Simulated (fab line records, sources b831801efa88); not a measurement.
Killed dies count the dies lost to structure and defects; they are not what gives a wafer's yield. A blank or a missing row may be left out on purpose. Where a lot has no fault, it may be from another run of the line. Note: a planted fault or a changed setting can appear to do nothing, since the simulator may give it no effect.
fab line records	flow sky130
record lots=6	wafers=18	last-day=50
route steps=708 shown METAL2@490 PAD_OPEN@708
lots that met no fault: from a run of the same line without faults
start-h: start of the lot's first displayed wafer, in hours after the record's first day	wait-h: hours elapsed since this lot's preceding step	" as in the row above	L1.1+2: one row covering several wafers at once	- no value, or no start was given	* or withheld: withheld	< > ~ a bound
route shown NAME@n: names a module that has steps shown in the file, with the first one's number in the route	usual: the fault-free wafers' mean and standard deviation	same: alike in all rows	chamber/n: place in a boat	sites: per-site readings	_std_site: how widely they spread, as a standard deviation	_edge_site: mean of outer sites minus mean of inner sites	radius-mm: for every site, how far away it sits from the centre of the wafer	mask NAME#n: copy n	behind: the most recent tool/chamber to have shaped the wafer	hold: reason for holding the lot/hours on hold/outcome of the hold	device: names the non-switching transistor (n, p or np)	end of line: the same wafers' tests at the end of the route	a step with no rows: only its recipe	killed: at the first sort, the dies lost to defects and structure; wafer yield is something else	map: shows each die of a wafer: x if killed, . if not, _ if none is there
set.NAME: setting as actually run; set.NAME@STEP: the setting as run at that earlier step	model.NAME: the simulator's own value behind a step, which no gauge read
lots at selected steps of the route; one table per step, one row per wafer
services: the hour from which a tool's chamber was out of use, counted from the record's first day as start-h (under 0 if before that day), plus the number of hours and why
## steps
# step SKY_METAL2_DEHYDRATE_07
# recipe temp-c=200	time-s=60
# step SKY_METAL2_HMDS_08
# recipe prime-time-s=60	prime-temp-c=120
# step SKY_METAL2_COAT_09
# recipe resist=BARC	temp-c=withheld	time-s=withheld	spin-rpm=3000	resist-thk-nm=60
# step SKY_METAL2_COAT_10
# recipe resist=KrF-thick	spin-rpm=3000	resist-thk-nm=450
# step SKY_METAL2_SOFTBAKE_11
# recipe temp-c=100	time-s=90	resist=KrF-thick
# step SKY_METAL2_EXPOSE_12
# recipe mask-id=MM2	na=0.8	source-shape=annular	sigma-inner=0.55	sigma-outer=0.85	target-cd-nm=140	dose-mj=28
# step SKY_METAL2_PEB_13
# recipe peb-temp-c=withheld	peb-time-s=withheld	resist=KrF-thick
# step SKY_METAL2_DEVELOP_14
# recipe develop-time-s=60	resist=KrF-thick	dev-temp-c=21
# step SKY_METAL2_CD_MEAS_15
# recipe target-cd-nm=140
# usual cd-nm=139.9/1.6
lot.wafer	tool	chamber	start-h	wait-h	cd-nm
L538.1	cd-sem-02	-	878.92	-	141.2
L538.4	"	-	"	"	142.0
L538.5	"	-	"	"	142.7
L541.1	cd-sem-02	-	899.81	-	141.0
L541.3	"	-	"	"	138.6
L541.4	"	-	"	"	139.2
L542.2	cd-sem-02	-	903.13	-	138.1
L542.3	"	-	"	"	138.5
L542.5	"	-	"	"	138.6
L543.1	cd-sem-02	-	911.07	-	139.6
L543.3	"	-	"	"	138.0
L543.6	"	-	"	"	138.3
L548.2	cd-sem-01	-	945.33	-	139.6
L548.4	"	-	"	"	140.0
L548.5	"	-	"	"	140.2
L553.3	cd-sem-01	-	972.70	-	138.8
L553.4	"	-	"	"	139.4
L553.6	"	-	"	"	139.7
# step SKY_METAL2_OVL_MEAS_16
# usual METAL2_OVL=0/5.1
lot.wafer	tool	chamber	start-h	wait-h	METAL2_OVL[nm]
L538.1	overlay-01	-	879.04	0.1	6
L538.4	"	-	"	"	4
L538.5	"	-	"	"	-1
L541.1	overlay-02	-	899.93	0.1	-4
L541.3	"	-	"	"	-1
L541.4	"	-	"	"	1
L542.2	overlay-01	-	903.23	0.1	0
L542.3	"	-	"	"	-4
L542.5	"	-	"	"	-2
L543.1	overlay-01	-	911.19	0.1	-10
L543.3	"	-	"	"	-6
L543.6	"	-	"	"	-6
L548.2	overlay-01	-	945.43	0.1	3
L548.4	"	-	"	"	0
L548.5	"	-	"	"	1
L553.3	overlay-02	-	972.79	0.1	10
L553.4	"	-	"	"	4
L553.6	"	-	"	"	4
# step SKY_METAL2_DESCUM_17
# recipe chemistry=O2	source-power-w=150	bias-power-w=0	pressure-mtorr=10	temp-c=40	time-s=8
# usual drypump-motor-current-A=5.5/0.48	oes-product-au=1.003/0.0096
lot.wafer	tool	chamber	start-h	wait-h	drypump-motor-current-A	oes-product-au	rf-hours-counter-h
L538.1	rie-metal-03	0	879.08	0.0	5.1	0.999	6
L538.4	"	1	"	"	5.5	0.990	-
L538.5	"	1	"	"	5.5	0.996	-
L541.1	rie-metal-02	0	899.96	0.0	5.3	0.996	9
L541.3	"	1	"	"	5.1	1.009	-
L541.4	"	0	"	"	5.3	0.982	-
L542.2	rie-metal-04	0	903.26	0.0	6.1	1.001	8
L542.3	"	0	"	"	6.1	1.006	-
L542.5	"	0	"	"	6.1	1.007	-
L543.1	rie-metal-02	1	911.23	0.0	5.1	1.018	7
L543.3	"	1	"	"	5.1	1.011	-
L543.6	"	1	"	"	5.1	1.005	-
L548.2	rie-metal-03	0	945.46	0.0	5.0	0.989	10
L548.4	"	1	"	"	5.5	0.982	-
L548.5	"	1	"	"	5.5	0.982	-
L553.3	rie-metal-02	1	972.82	0.0	5.1	0.993	-
L553.4	"	0	"	"	5.3	0.990	-
L553.6	"	1	"	"	5.1	0.995	-
# step SKY_METAL2_ETCH_18
# recipe chemistry=N2/H2	target=BARC	ion-energy-ev=200	bias-w=100	pressure-mtorr=30	n2-flow-sccm=100	h2-flow-sccm=200	icp-w=500	stop-on=SiO2	time-s=45.9	target-depth-a=600
# usual drypump-motor-current-A=5.5/0.48	oes-product-au=0.855/0.0044	throttle-valve-pct=13.225/0.0086
lot.wafer	tool	chamber	start-h	wait-h	drypump-motor-current-A	oes-product-au	rf-hours-counter-h	throttle-valve-pct
L538.1	rie-metal-03	0	879.11	0.0	5.0	0.853	6	13.225
L538.4	"	1	"	"	5.5	0.853	-	13.210
L538.5	"	1	"	"	5.5	0.859	-	13.222
L541.1	rie-metal-02	0	899.99	0.0	5.3	0.855	9	13.224
L541.3	"	1	"	"	5.1	0.858	-	13.227
L541.4	"	0	"	"	5.3	0.853	-	13.225
L542.2	rie-metal-04	0	903.29	0.0	6.1	0.860	8	13.222
L542.3	"	0	"	"	6.1	0.849	-	13.234
L542.5	"	0	"	"	6.1	0.852	-	13.217
L543.1	rie-metal-02	1	911.29	0.1	5.1	0.850	7	13.222
L543.3	"	1	"	"	5.1	0.856	-	13.236
L543.6	"	1	"	"	5.1	0.855	-	13.210
L548.2	rie-metal-03	0	945.49	0.0	5.1	0.856	10	13.224
L548.4	"	1	"	"	5.5	0.846	-	13.226
L548.5	"	1	"	"	5.5	0.857	-	13.227
L553.3	rie-metal-02	1	972.87	0.0	5.1	0.846	-	13.221
L553.4	"	0	"	"	5.3	0.856	-	13.230
L553.6	"	1	"	"	5.2	0.854	-	13.230
# step SKY_METAL2_METAL_ETCH_19
# recipe target-depth-a=3600	stop-on=SiO2	over-etch-frac=0.3	time-s=78	chemistry=Cl2/BCl3	resist-sidewall-deg=88	pressure-mtorr=10	icp-w=900	bias-w=48.5	Cl2_flow_sccm=60	bcl3-flow-sccm=30
# usual drypump-motor-current-A=5.5/0.48	mfc-cl2-sccm=60.03/0.18	oes-product-au=0.853/0.0064	over-etch-frac=0.3/0	throttle-valve-pct=22.264/0.0088
lot.wafer	tool	chamber	start-h	wait-h	drypump-motor-current-A	mfc-cl2-sccm	oes-product-au	over-etch-frac	rf-hours-counter-h	throttle-valve-pct	model.KrF-thick_of_METAL2_COAT_10.thk-nm	model.METAL2.cd-nm	model.SiO2_of_VIA1_HDPCVD_00.thk-nm
L538.1	rie-metal-03	0	879.18	0.0	5.0	59.95	0.846	0.3	6	22.257	157.9	142.2	330.3
L538.4	"	1	"	"	5.5	60.36	0.856	0.3	-	22.261	162.2	137.9	330.1
L538.5	"	1	"	"	5.5	60.48	0.845	0.3	-	22.270	162	140.3	331.1
L541.1	rie-metal-02	0	900.06	0.0	5.3	60.07	0.757	0.60506	9	22.276	108	135.7	328
L541.3	"	1	"	"	5.1	59.96	0.754	0.60506	-	22.256	96.57	134.5	327.1
L541.4	"	0	"	"	5.3	60.07	0.761	0.60506	-	22.260	106.9	134.7	329.3
L542.2	rie-metal-04	0	903.36	0.0	6.1	59.76	0.865	0.3	8	22.260	158.7	140.5	329.7
L542.3	"	0	"	"	6.1	59.81	0.858	0.3	-	22.249	160.2	141.9	329.4
L542.5	"	0	"	"	6.1	60.03	0.856	0.3	-	22.269	158.5	142.7	329.8
L543.1	rie-metal-02	1	911.42	0.1	5.1	59.76	0.776	0.60506	7	22.270	98.84	135.1	328.1
L543.3	"	1	"	"	5.1	60.01	0.760	0.60506	-	22.276	100.9	133.7	328.6
L543.6	"	1	"	"	5.1	59.74	0.763	0.60506	-	22.268	100.3	133	328.5
L548.2	rie-metal-03	0	945.56	0.0	5.0	59.90	0.848	0.3	10	22.267	160.5	144.2	330.8
L548.4	"	1	"	"	5.5	60.09	0.860	0.3	-	22.263	161	138.1	331
L548.5	"	1	"	"	5.5	60.09	0.854	0.3	-	22.261	160	136.9	329.8
L553.3	rie-metal-02	1	972.94	0.1	5.2	60.08	0.842	0.3	-	22.256	156.7	138.8	328.5
L553.4	"	0	"	"	5.3	59.85	0.848	0.3	-	22.272	158.8	138	329.6
L553.6	"	1	"	"	5.2	60.03	0.846	0.3	-	22.286	155.5	140.3	329.8
# step SKY_METAL2_STRIP_20
# recipe chemistry=O2/N2	power-w=1400	pressure-mtorr=1500	platen-temp-c=withheld	o2-flow-sccm=3000	n2-flow-sccm=300	overash-fraction=0.5
# usual drypump-motor-current-A=5.8/0.38	oes-product-au=0.342/0.0048	strip-time-to-endpoint-s=2.69/0.044
lot.wafer	tool	chamber	start-h	wait-h	drypump-motor-current-A	oes-product-au	rf-hours-counter-h	strip-time-to-endpoint-s
L538.1	plasma-asher-04	1	879.27	0.1	5.3	0.338	12	2.67
L538.4	"	0	"	"	5.9	0.351	-	2.74
L538.5	"	1	"	"	5.3	0.343	-	2.73
L541.1	plasma-asher-03	0	900.15	0.1	6.3	0.313	109	2.14
L541.3	"	1	"	"	5.6	0.319	-	1.99
L541.4	"	0	"	"	6.3	0.318	-	2.14
L542.2	plasma-asher-01	0	903.45	0.1	5.5	0.337	49	2.71
L542.3	"	0	"	"	5.5	0.348	-	2.71
L542.5	"	0	"	"	5.5	0.349	-	2.69
L543.1	plasma-asher-03	0	911.60	0.1	6.3	0.315	111	2.02
L543.3	"	1	"	"	5.6	0.310	-	2.05
L543.6	"	0	"	"	6.3	0.308	-	2.04
L548.2	plasma-asher-04	1	945.65	0.1	5.3	0.342	17	2.71
L548.4	"	0	"	"	5.9	0.344	-	2.72
L548.5	"	1	"	"	5.3	0.337	-	2.71
L553.3	plasma-asher-01	0	973.03	0.1	5.5	0.341	-	2.68
L553.4	"	1	"	"	6.3	0.342	-	2.71
L553.6	"	0	"	"	5.5	0.344	-	2.64
# step SKY_METAL2_STRIP_21
# recipe chemistry=post-etch-residue-remover	time-s=1200	temp-c=72.5
# step SKY_PAD_OPEN_PROBE_99
# usual defect-limited-yield=82.2/2	killed_at_M0_to_M3=43/6.4	killed_at_M4_up=3.2/1.8	killed-at-contacts=25/5.8	killed-at-front-end=16/4.1	killed-at-other=0.2/0.47	killed-dies=88/9.9	killed-open=47/7.3	killed-short=40/7.1	sort_bin_3_pad_short=0.9/0.41	sort_bin_5_function=10.6/1.6	sort_bin_6_memory=6.3/1.2	sort-n-pass=404/9.9	sort-yield-pct=82.2/2
# same gross-dies=492	killed-at-back-side=0	sort_bin_4_leakage[%]=0	sort_bin_8_speed[%]=0
lot.wafer	tool	chamber	start-h	wait-h	defect-limited-yield[%]	killed_at_M0_to_M3	killed_at_M4_up	killed-at-contacts	killed-at-front-end	killed-at-other	killed-dies	killed-open	killed-short	sort_bin_3_pad_short[%]	sort_bin_5_function[%]	sort_bin_6_memory[%]	sort-n-pass	sort-yield-pct[%]	model.etest.met2.width-nm	model.etest.met2.line-ohm-um
L538.1	prober-02	-	1126.96	0.1	81.7	36	3	24	27	0	90	50	40	1.4	11.2	5.7	402	81.7	140.7	0.9145
L538.4	prober-02	-	1127.11	0.2	82.1	40	2	30	16	0	88	43	45	0.4	12.0	5.5	404	82.1	135.6	0.9641
L538.5	prober-02	-	1127.16	0.2	85.8	40	1	15	14	0	70	42	28	1.0	8.1	5.1	422	85.8	144.1	0.9045
L541.1	prober-01	-	1133.88	0.1	80.5	46	6	27	17	0	96	51	44	0.6	11.4	7.5	396	80.5	135.9	0.9627
L541.3	prober-01	-	1133.98	0.2	85.8	36	3	21	9	1	70	33	36	0.8	7.3	6.1	422	85.8	135.8	0.9438
L541.4	prober-01	-	1134.03	0.2	82.3	44	0	34	9	0	87	50	37	0.8	10.2	6.7	405	82.3	138.2	0.9386
L542.2	prober-02	-	1135.68	0.1	83.1	37	6	18	22	0	83	48	35	0.8	11.0	5.1	409	83.1	138.8	0.9269
L542.3	prober-02	-	1135.73	0.2	84.3	38	3	21	15	0	77	42	35	1.4	8.9	5.3	415	84.3	140.5	0.9199
L542.5	prober-02	-	1135.83	0.2	81.9	41	4	24	20	0	89	48	40	0.8	10.4	6.9	403	81.9	143.6	0.8881
L543.1	prober-01	-	1139.56	0.1	85.0	38	1	16	19	0	74	40	34	1.0	8.1	5.9	418	85.0	140	0.9185
L543.3	prober-01	-	1139.66	0.2	82.1	55	2	15	16	0	88	46	42	1.4	11.2	5.3	404	82.1	133.8	0.9665
L543.6	prober-01	-	1139.81	0.2	83.3	47	2	14	19	0	82	46	36	0.4	10.0	6.3	410	83.3	131.2	0.9942
L548.2	prober-02	-	1174.03	0.1	82.5	45	0	25	16	0	86	48	35	0.6	11.8	5.1	406	82.5	147.4	0.8818
L548.4	prober-02	-	1174.13	0.2	79.9	41	2	33	23	0	99	56	43	0.8	12.6	6.7	393	79.9	139.5	0.9064
L548.5	prober-02	-	1174.18	0.2	81.9	37	6	26	20	0	89	51	38	1.2	11.2	5.7	403	81.9	134.3	0.9621
L553.3	prober-01	-	1191.32	0.2	84.1	39	3	26	10	0	78	45	33	0.6	10.0	5.3	414	84.1	140	0.9251
L553.4	prober-01	-	1191.37	0.2	81.9	44	4	31	10	0	89	59	30	1.0	10.2	6.9	403	81.9	141.2	0.9133
L553.6	prober-01	-	1191.47	0.2	80.1	47	4	31	16	0	98	53	45	0.4	13.6	5.9	394	80.1	139.8	0.9262
# killed by level:class
L538.1 FIELD_ISO:geometric-particle:open=10 CONTACT:geometric-particle:open=10 CONTACT:geometric-particle:short=7 VIA1:geometric-particle:open=7 POLY_GATE:geometric-particle:open=6 METAL1:geometric-particle:short=6 VIA2:geometric-particle:open=6 FIELD_ISO:geometric-particle:short=4
L538.4 LI_CONTACT:geometric-particle:open=11 CONTACT:geometric-particle:open=9 METAL1:geometric-particle:short=8 VIA1:geometric-particle:open=6 VIA1:geometric-particle:short=6 FIELD_ISO:geometric-particle:open=5 METAL2:geometric-particle:short=5 LOCAL_INTERCONNECT:geometric-particle:short=4
L538.5 VIA1:geometric-particle:open=13 CONTACT:geometric-particle:open=6 LI_CONTACT:geometric-particle:open=5 METAL2:geometric-particle:open=5 FIELD_ISO:geometric-particle:short=4 POLY_GATE:geometric-particle:open=4 METAL1:geometric-particle:short=4 VIA1:geometric-particle:short=3
L541.1 VIA1:geometric-particle:open=15 LI_CONTACT:geometric-particle:open=9 CONTACT:geometric-particle:open=9 METAL2:geometric-particle:short=8 METAL1:geometric-particle:short=6 VIA1:geometric-particle:short=5 FIELD_ISO:geometric-particle:open=4 FIELD_ISO:geometric-particle:short=4
L541.3 CONTACT:geometric-particle:open=8 VIA1:geometric-particle:short=7 METAL1:geometric-particle:short=6 VIA1:geometric-particle:open=6 CONTACT:geometric-particle:short=5 VIA2:geometric-particle:open=5 LI_CONTACT:geometric-particle:open=4 FIELD_ISO:geometric-particle:short=3
L541.4 VIA1:geometric-particle:open=14 CONTACT:geometric-particle:open=11 CONTACT:geometric-particle:short=7 LOCAL_INTERCONNECT:geometric-particle:short=6 VIA2:geometric-particle:open=6 VIA3:geometric-particle:open=6 LI_CONTACT:geometric-particle:open=5 METAL1:geometric-particle:short=5
L542.2 VIA1:geometric-particle:open=12 VIA2:geometric-particle:open=7 LI_CONTACT:geometric-particle:open=6 FIELD_ISO:geometric-particle:short=5 FIELD_ISO:geometric-particle:open=5 CONTACT:geometric-particle:open=5 VIA3:geometric-particle:open=5 VIA2:geometric-particle:short=5
L542.3 VIA1:geometric-particle:open=10 LI_CONTACT:geometric-particle:open=7 VIA1:geometric-particle:short=6 CONTACT:geometric-particle:open=5 METAL2:geometric-particle:short=5 FIELD_ISO:geometric-particle:open=4 FIELD_ISO:geometric-particle:short=4 VIA2:geometric-particle:open=4
L542.5 VIA3:geometric-particle:open=11 POLY_GATE:geometric-particle:short=7 VIA1:geometric-particle:open=7 LI_CONTACT:geometric-particle:open=6 METAL2:geometric-particle:short=6 CONTACT:geometric-particle:open=6 FIELD_ISO:geometric-particle:short=4 FIELD_ISO:geometric-particle:open=4
L543.1 VIA1:geometric-particle:open=10 FIELD_ISO:geometric-particle:open=6 CONTACT:geometric-particle:open=6 FIELD_ISO:geometric-particle:short=5 METAL2:geometric-particle:short=5 CONTACT:geometric-particle:short=5 VIA1:geometric-particle:short=5 VIA3:geometric-particle:open=5
L543.3 VIA1:geometric-particle:open=11 METAL1:geometric-particle:short=8 VIA3:geometric-particle:open=7 VIA1:geometric-particle:short=5 POLY_GATE:geometric-particle:open=5 METAL3:geometric-particle:short=5 CONTACT:geometric-particle:open=5 METAL2:geometric-particle:short=5
L543.6 VIA1:geometric-particle:open=12 VIA3:geometric-particle:open=9 POLY_GATE:geometric-particle:open=6 CONTACT:geometric-particle:open=6 METAL1:geometric-particle:short=5 LOCAL_INTERCONNECT:geometric-particle:short=4 VIA1:geometric-particle:short=4 VIA2:geometric-particle:open=4
L548.2 CONTACT:geometric-particle:open=13 VIA1:geometric-particle:open=11 POLY_GATE:geometric-particle:open=5 METAL1:geometric-particle:short=5 LI_CONTACT:geometric-particle:open=5 VIA1:geometric-particle:short=5 VIA2:geometric-particle:open=5 VIA2:geometric-particle:short=5
L548.4 VIA1:geometric-particle:open=16 CONTACT:geometric-particle:open=12 LI_CONTACT:geometric-particle:open=8 VIA1:geometric-particle:short=6 CONTACT:geometric-particle:short=5 METAL1:geometric-particle:short=5 VIA3:geometric-particle:open=5 FIELD_ISO:geometric-particle:short=4
L548.5 VIA1:geometric-particle:open=12 CONTACT:geometric-particle:open=10 LI_CONTACT:geometric-particle:open=9 FIELD_ISO:geometric-particle:short=8 METAL1:geometric-particle:short=5 VIA3:geometric-particle:open=5 METAL4:geometric-particle:short=5 VIA2:geometric-particle:open=4
L553.3 LI_CONTACT:geometric-particle:open=11 CONTACT:geometric-particle:open=9 METAL1:geometric-particle:short=6 METAL2:geometric-particle:short=6 VIA3:geometric-particle:open=6 VIA1:geometric-particle:open=5 VIA2:geometric-particle:open=5 VIA1:geometric-particle:short=4
L553.4 CONTACT:geometric-particle:open=15 VIA2:geometric-particle:open=12 LI_CONTACT:geometric-particle:open=8 VIA3:geometric-particle:open=7 VIA1:geometric-particle:open=6 LOCAL_INTERCONNECT:geometric-particle:short=4 METAL1:geometric-particle:short=4 METAL2:geometric-particle:short=4
L553.6 VIA2:geometric-particle:open=12 LOCAL_INTERCONNECT:geometric-particle:short=9 CONTACT:geometric-particle:open=9 LI_CONTACT:geometric-particle:open=7 VIA1:geometric-particle:open=7 VIA1:geometric-particle:short=6 METAL3:geometric-particle:short=6 VIA3:geometric-particle:open=5
## services
tool	chamber	start-h	hours	kind
rie-metal-04	-	869.15	0.3	repair
rie-metal-04	1	879.61	-	clean
rie-metal-04	1	879.61	15.7	scheduled-down
rie-metal-04	1	879.61	15.7	vent-cycle
plasma-asher-04	-	900.02	9.3	repair
rie-metal-02	0	905.12	13.0	repair
rie-metal-03	1	909.85	18.4	repair
rie-metal-02	1	915.07	13.8	repair
rie-metal-02	0	944.98	5.0	repair
plasma-asher-01	-	948.41	1.1	repair
rie-metal-04	0	954.30	8.3	repair
rie-metal-03	-	963.72	1.4	pm
## key
first-sign step=SKY_METAL2_METAL_ETCH_19	reading=over-etch-frac	direction=up	sigmas=99+	usual=0.3	struck=0.60506
effect step=SKY_METAL2_METAL_ETCH_19	reading=oes-product-au	direction=down	sigmas=14	usual=0.853	struck=0.762
effect step=SKY_METAL2_STRIP_20	reading=strip-time-to-endpoint-s	direction=down	sigmas=14	usual=*	struck=*
model-effect step=SKY_METAL2_METAL_ETCH_19	value=KrF-thick_of_METAL2_COAT_10.thk-nm	without=157.1	struck=101.9
model-effect step=SKY_PAD_OPEN_PROBE_99	value=etest.met2.width-nm	without=142.2	struck=135.8
met-at SKY_METAL2_METAL_ETCH_19
struck-wafers L541.1,L541.3,L541.4,L543.1,L543.3,L543.6
fault kind=process-parameter-drift	tool=rie-metal-02	chamber=-	onset-h=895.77	steps=SKY_METAL2_METAL_ETCH_19	channel=over-etch-frac	offset=0.30506	shape=step	end-h=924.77	acts-in=these-recipes-only	stated=0.3
